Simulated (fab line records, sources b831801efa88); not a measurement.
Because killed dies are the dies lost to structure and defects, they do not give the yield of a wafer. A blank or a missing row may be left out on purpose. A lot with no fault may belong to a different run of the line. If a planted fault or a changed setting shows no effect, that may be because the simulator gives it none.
A struck lot beside a sound one | flow sfq_line | 18 out of 325 route steps
Sound: these wafers, L486.2, L486.4, L486.6. Struck: wafers L496.1, L496.4, L496.6. The cause is given at the end.
Order at every step that has rows: each side's tool, ch and its chambers, its first start. Under that, the readings that differ: sound wafers | struck wafers | difference of the means | sigmas: that difference in standard deviations of wafers without a fault.
alike: words and numbers the same on both sides, and readings whose means are apart by under 2 such deviations; not compared: readings that were withheld, readings missing a value for some wafer, numbers with overlapping values and no deviation given by the record, and bounds like >300 which may hide the same value.
Wherever a step has rows on one side only, a row that says differs or no value, or a row with sigmas, the two part there. Non-overlapping numbers with no deviation appear without sigmas and do not part them. A reading that every wafer of one side lacks parts them only if that side has two wafers or more.

first, 2 steps without rows for these wafers: SFQ_TRILAYER_M6_BARC_OPEN_METAL_ETCH_206 (etches BARC in O2, target depth 125 nm, time 41.7 s); SFQ_TRILAYER_M6_ETCH_METAL_ETCH_162 (etches Nb in Cl2/Ar, stops on SiO2, target depth 240 nm, time 120 s).
SFQ_TRILAYER_M6_STRIP_STRIP_163: strips in O2.
  sound on rie_metal-02 ch 0,1, day 59 03:31; struck on rie_metal-04 ch 0, day 73 02:01
  alike: drypump_motor_current_A, oes_product_au
  not compared: rf_hours_counter_h
then, 1 step without rows for these wafers: SFQ_TRILAYER_M6_STRIP_SOLV_CLEAN_164 (cleans in NMP, time 600 s).
SFQ_TRILAYER_I6_DEP_PECVD_165: deposits SiO2 from SiH4/N2O, time 111.11 s, target thk 500 nm.
  sound on pecvd-03 ch 0,2, day 59 04:17; struck on pecvd-04 ch 0,1, day 73 02:47
  alike: heater_power_w, throttle_valve_pct
SFQ_TRILAYER_I6_CMP_CMP_166: polishes SiO2.
  sound on cmp-02 ch 1,2,3, day 60 07:53; struck on cmp-02 ch 1,2, day 73 12:05
  alike: motor_current_A, time_to_endpoint_s
SFQ_I6_BOW_MEAS_941:
  struck on film_metro-03, day 73 15:05; sound on film_metro-03, day 60 10:55
  alike: I6_BOW
SFQ_TRILAYER_I6_METRO_MEASURE_167:
  struck on film_metro-03, day 73 15:12; sound on film_metro-03, day 60 11:13
  alike: thk_nm
then, 4 steps without rows for these wafers: SFQ_TRILAYER_I6_VIA_LITHO_COAT_174 (resist thk 62 nm); SFQ_TRILAYER_I6_VIA_LITHO_COAT_169 (resist thk 650 nm); SFQ_TRILAYER_I6_VIA_LITHO_SOFTBAKE_173; SFQ_TRILAYER_I6_VIA_LITHO_EXPOSE_170 (exposes mask I6, target cd 700 nm).
SFQ_TRILAYER_I6_VIA_LITHO_PEB_172: peb time 60 s.
  sound on litho_track-04 ch 0, day 64 09:20; struck on litho_track-04 ch 0, day 73 22:27
then, 1 step without rows for these wafers: SFQ_TRILAYER_I6_VIA_LITHO_DEVELOP_171 (time 60 s).
SFQ_I6_OVL_MEAS_942:
  struck on overlay-02, day 73 22:45; sound on overlay-02, day 64 09:37
  alike: I6_OVL
SFQ_TRILAYER_I6_VIA_BARC_OPEN_VIA_ETCH_235: etches BARC in O2, target depth 125 nm, time 41.7 s.
  sound on rie_diel-01 ch 0,3, day 64 09:39; struck on rie_diel-02 ch 2,3, day 73 22:47
  reading             | sound             | struck            | difference | sigmas
  model.I6.cd_nm (nm) | 698.2 699.5 699.5 | 708.5 709.5 709.7 | +10.2      |
  alike: drypump_motor_current_A, oes_product_au
  not compared: rf_hours_counter_h
SFQ_TRILAYER_I6_VIA_ETCH_VIA_ETCH_172: etches SiO2 in CHF3, stops on Nb, target depth 260 nm.
  sound on rie_diel-01 ch 0,3, day 64 09:41; struck on rie_diel-02 ch 2,3, day 73 22:50
  reading             | sound             | struck            | difference | sigmas
  model.I6.cd_nm (nm) | 696.9 699.1 699.4 | 711.4 709.7 708.5 | +11.4      |
  alike: drypump_motor_current_A, oes_product_au
SFQ_TRILAYER_I6_VIA_STRIP_STRIP_173: strips in O2.
  sound on rie_metal-01 ch 0,1, day 64 09:48; struck on rie_metal-01 ch 0, day 73 22:56
  alike: drypump_motor_current_A, oes_product_au
  not compared: rf_hours_counter_h

== WHERE THEY PART ==
Nowhere in this record.

WHY: what had been put in by the simulator
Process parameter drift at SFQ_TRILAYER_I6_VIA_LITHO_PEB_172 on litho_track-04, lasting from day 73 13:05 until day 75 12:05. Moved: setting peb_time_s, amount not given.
